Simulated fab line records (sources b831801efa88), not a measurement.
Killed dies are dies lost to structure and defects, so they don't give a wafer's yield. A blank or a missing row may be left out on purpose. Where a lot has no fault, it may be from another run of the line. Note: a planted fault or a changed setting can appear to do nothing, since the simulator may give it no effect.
A struck lot beside a sound one | flow sky130 | 15 out of 708 route steps
Sound: these wafers, L668.3, L668.4, L668.6. Struck: wafers L679.1, L679.2, L679.4. The cause is named last.
At each step with rows: each side's tool, then ch and its chambers, then its first start. Under that, the readings that differ: sound wafers | struck wafers | difference of the means | sigmas: that difference in standard deviations of wafers without a fault.
alike: readings whose means differ by less than 2 such deviations, and words and numbers that are the same on both sides. not compared: withheld readings, readings that some wafer has no value for, bounds like >300 that may hide the same value, and numbers for which the record gives no deviation and whose values overlap.
Wherever a step has rows on one side only, a row that says differs or no value, or a row with sigmas, the two part there. Numbers that have no deviation but don't overlap get no sigmas and don't part them. Lack of a reading on every wafer of one side parts them only where that side has two or more wafers.

first, 2 steps without rows for these wafers: SKY_CONTACT_PEB_12; SKY_CONTACT_DEVELOP_13 (develop time 60 s).
SKY_CONTACT_CD_MEAS_14: the cd target is 170 nm.
  sound on cd-sem-01 at day 34 13:32; struck on cd-sem-02 at day 38 00:40
  alike: cd-nm
SKY_CONTACT_OVL_MEAS_15:
  sound on overlay-02 at day 34 13:38; struck on overlay-01 at day 38 00:47
  alike: CONTACT_OVL
SKY_CONTACT_ETCH_16: etches BARC in N2/H2, stops on SiO2, time 45.9 s, target depth 60 nm.
  sound on rie-diel-04 ch 0,1,2, day 34 13:39; struck on rie-diel-03 ch 0,2,3, day 38 00:49
  alike: drypump-motor-current-A, oes-product-au, throttle-valve-pct
  not compared: rf-hours-counter-h
SKY_CONTACT_ETCH_17: etches SiO2 in C4F8/O2/Ar, stops on Si3N4, target depth 340 nm.
  sound on rie-diel-04 ch 0,1,2, day 34 13:42; struck on rie-diel-03 ch 0,2,3, day 38 00:51
  alike: oes-product-au
SKY_CONTACT_ETCH_18: etches Si3N4 in CHF3/O2, stops on TiN, time 39 s, target depth 75 nm.
  sound: rie-diel-04 ch 0,1,2; struck: rie-diel-03 ch 0,2,3
  alike: drypump-motor-current-A, oes-product-au, throttle-valve-pct
  not compared: rf-hours-counter-h
SKY_CONTACT_STRIP_19: strips in O2/N2.
  sound on plasma-asher-04 ch 0,1, day 34 13:49; struck on plasma-asher-03 ch 0,1, day 38 00:56
  alike: drypump-motor-current-A, oes-product-au, strip-time-to-endpoint-s
  not compared: rf-hours-counter-h
then, 3 steps without rows for these wafers: SKY_CONTACT_STRIP_20 (strips in post etch residue remover, time 1200 s); SKY_CONTACT_CLEAN_21 (cleans in IPA, time 180 s); SKY_CONTACT_CLEAN_22 (cleans in O3/DIW).
SKY_CONTACT_SPUTTER_23: material TiN, target thk 20 nm, time 80 s.
  sound on pvd-sputter-02 at day 34 14:25; struck on pvd-sputter-01 at day 38 01:32
  alike: throttle-valve-pct
SKY_CONTACT_CVD_24: deposits W, target thk 340 nm, time 102.12 s.
  sound on cvd-w-01 ch 0,1, day 34 14:31; struck on cvd-w-01 ch 0,1, day 38 01:36
  reading                               | sound             | struck            | difference | sigmas
  chamber-pressure-Torr (Torr)          | 39.87 39.96 39.95 | 35.07 34.95 34.98 | -4.93      | -54
  model.W_of_CONTACT_CVD_24.thk-nm (nm) | 338.6 340.2 338.9 | 315.2 315.6 311.9 | -25.0      |
  alike: heater-power-w
SKY_CONTACT_RS_MEAS_25: measures by four-point-probe.
  sound on film-metro-02 at day 34 14:38; struck on film-metro-03 at day 38 02:01
  reading               | sound             | struck            | difference | sigmas
  CONTACT_W_RS (ohm/sq) | 0.339 0.337 0.338 | 0.365 0.364 0.369 | +0.028     | +6
  not compared: hold
SKY_CONTACT_THK_MEAS_26: measures by xrf.
  sound on film-metro-02 at day 34 14:44; struck on film-metro-03 at day 38 04:18
  reading            | sound       | struck      | difference | sigmas
  CONTACT_W_THK (nm) | 335 337 335 | 319 320 318 | -17        | -3
  not compared: hold

WHERE THEY PART
At SKY_CONTACT_CVD_24 first; at SKY_CONTACT_THK_MEAS_26 last (within this record only).

WHY: what the simulator had put in
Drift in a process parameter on cvd-w-01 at SKY_CONTACT_CVD_24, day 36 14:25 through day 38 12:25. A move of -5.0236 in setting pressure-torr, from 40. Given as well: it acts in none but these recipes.
